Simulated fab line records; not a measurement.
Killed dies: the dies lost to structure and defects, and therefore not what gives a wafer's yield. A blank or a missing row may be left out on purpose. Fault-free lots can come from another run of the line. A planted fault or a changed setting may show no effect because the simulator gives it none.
The tool behind it: which one?    flow gf180mcu    14 lots, 42 wafers sampled, at 3 steps of a route of 602

WHAT THE GAUGES SHOWED, per wafer
GF_V5_OVL_MEAS_15.
lot   measured      on          V5_OVL (nm)
L270  day 27 08:53  overlay-01  5 6 2
L271  day 27 19:20  overlay-01  -1 2 -3
L272  day 28 00:49  overlay-02  -4 -2 3
L273  day 28 11:44  overlay-01  1 6 -1
L274  day 28 20:53  overlay-02  -1 -4 -5
L275  day 28 23:53  overlay-02  -3 3 -1
L276  day 29 10:13  overlay-01  1 12 12
L277  day 29 14:46  overlay-01  0 4 -4
L278  day 30 01:20  overlay-02  1 8 3
L281  day 31 01:08  overlay-01  -4 3 -4
L288  day 32 16:02  overlay-02  12 3 1
L290  day 33 04:41  overlay-02  -8 -14 -6
L291  day 33 11:23  overlay-01  -2 0 -3
L292  day 33 17:11  overlay-01  -10 -10 -8

GF_TOP_METAL_RS_MEAS_05: measures by four-point-probe.
lot   measured      on             TOP_METAL_ALCU_RS (ohm/sq)
L270  day 27 10:32  film_metro-03  0.0329 0.0330 0.0328
L271  day 27 20:59  film_metro-04  0.0327 0.0325 0.0327
L272  day 28 02:27  film_metro-04  0.0323 0.0322 0.0325
L273  day 28 13:22  film_metro-03  0.0328 0.0325 0.0324
L274  day 28 22:32  film_metro-03  0.0324 0.0323 0.0325
L275  day 29 01:34  film_metro-03  0.0326 0.0323 0.0323
L276  day 29 11:52  film_metro-03  0.0328 0.0327 0.0331
L277  day 29 16:30  film_metro-01  0.0323 0.0324 0.0321
L278  day 30 03:02  film_metro-03  0.0331 0.0331 0.0326
L281  day 31 02:56  film_metro-03  0.0325 0.0327 0.0326
L288  day 32 17:41  film_metro-01  0.0333 0.0332 0.0332
L290  day 33 06:22  film_metro-03  0.0327 0.0326 0.0323
L291  day 33 13:17  film_metro-04  0.0332 0.0332 0.0333
L292  day 33 18:51  film_metro-04  0.0328 0.0325 0.0327

WHAT TOOL EACH LOT RAN ON (gives the tool, then ch and the chambers of the sampled wafers, and finally the start)
lot   GF_TOP_METAL_SPUTTER_01
L270  pvd_sputter-04, day 27 10:24
L271  pvd_sputter-01, day 27 20:51
L272  pvd_sputter-01, day 28 02:20
L273  pvd_sputter-01, day 28 13:15
L274  pvd_sputter-02, day 28 22:23
L275  pvd_sputter-01, day 29 01:24
L276  pvd_sputter-04, day 29 11:44
L277  pvd_sputter-02, day 29 16:17
L278  pvd_sputter-04, day 30 02:53
L281  pvd_sputter-02, day 31 02:46
L288  pvd_sputter-04, day 32 17:32
L290  pvd_sputter-02, day 33 06:11
L291  pvd_sputter-04, day 33 13:08
L292  pvd_sputter-01, day 33 18:44
- GF_TOP_METAL_SPUTTER_01: material TiN, target thk 30 nm, time 25 s.

WHAT THE TOOLS THEMSELVES READ (means of the sampled wafers that have a number; where no wafer has one, the mark that the record gives instead)
GF_TOP_METAL_SPUTTER_01.
lot   tool            throttle_valve_pct (%)
L270  pvd_sputter-04  28.8
L271  pvd_sputter-01  30.5
L272  pvd_sputter-01  29.8
L273  pvd_sputter-01  29.8
L274  pvd_sputter-02  29.2
L275  pvd_sputter-01  29.7
L276  pvd_sputter-04  28.9
L277  pvd_sputter-02  30.4
L278  pvd_sputter-04  28.8
L281  pvd_sputter-02  29.7
L288  pvd_sputter-04  29.3
L290  pvd_sputter-02  30.3
L291  pvd_sputter-04  28.4
L292  pvd_sputter-01  30.3

THE ANSWER, worked out from the rows above alone
Rule: the lots themselves supply what counts as usual. The widest of any qualifying gaps counts: lots, ordered by their means at a reading, are off when they make up no more than a third of the lots, leave a main group of 4 or more, and stand apart from it by 3 or more times the standard deviation of that group's means. A main group whose means are all the same, to the digits that the tables above print for the reading, isn't used. A lot without any number at a reading at which 4 lots or more have one is off too. Where the step has rows for the other lots, those lots are counted as sound. Order of review: gauges by route order, followed by the tools' own readings, for which a lot's mean as printed above is used. The first step at which some lot is off is used, and at that step the reading that is off furthest; a lot without a number counts as furthest.
Across all readings shown, no lot is off: no conclusion can be drawn from this.

WHAT THE SIMULATOR HAD INSERTED
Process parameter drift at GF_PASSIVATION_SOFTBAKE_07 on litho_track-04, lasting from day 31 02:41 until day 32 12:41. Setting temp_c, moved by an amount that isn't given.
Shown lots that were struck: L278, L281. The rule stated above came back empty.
